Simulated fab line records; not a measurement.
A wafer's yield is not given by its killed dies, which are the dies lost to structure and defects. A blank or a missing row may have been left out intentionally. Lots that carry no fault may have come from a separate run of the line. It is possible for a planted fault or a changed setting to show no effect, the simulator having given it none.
Matching of chambers	flow gf180mcu	GF_STI_ETCH_13 on rie-diel-03 has 4 sister chambers
The step etches the open film in CHF3/O2, stops on Si, target depth 282.31 nm, time 112.9 s. 4 wafers are shown with their chamber, then 7 later ones without.

## EACH WAFER AND ITS CHAMBER
wafer	chamber	drypump-motor-current-A (A)
L308.2	2	5.2
L309.1	3	5.8
L310.1	0	5.7
L310.5	1	5.3

## WAFERS WITH NO CHAMBER GIVEN
wafer	drypump-motor-current-A (A)
L310.6	5.7
L315.2	5.9
L315.4	5.3
L315.5	5.9
L317.1	5.8
L317.2	5.7
L317.4	5.2

## EACH ONE'S CHAMBER
wafer	from the rows above	in truth
L310.6	can't be placed: 0 or 3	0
L315.2	can't be placed: 3 or 0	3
L315.4	can't be placed: 1 or 2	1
L315.5	can't be placed: 3 or 0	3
L317.1	can't be placed: 3 or 0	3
L317.2	can't be placed: 0 or 3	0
L317.4	can't be placed: 2 or 1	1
Correct placement for 0 of the 7. Unplaceable from these rows: 7, with the true chamber sitting among the candidates in 7. Placed wrongly: 0.
How it was worked out, from the rows above alone: a wafer's distance from a chamber is the root of the sum, over the readings, of the square of ((its reading less the chamber's mean) divided by the reading's scatter). The wafer belongs to the nearest chamber; if the next one is less than 2 further off, it can't be placed. For every chamber, the mean is computed from those of its wafers that are shown. The scatter: with one shown wafer a chamber, the root of the mean of the squares of how far each hidden wafer lies from its nearest shown one.
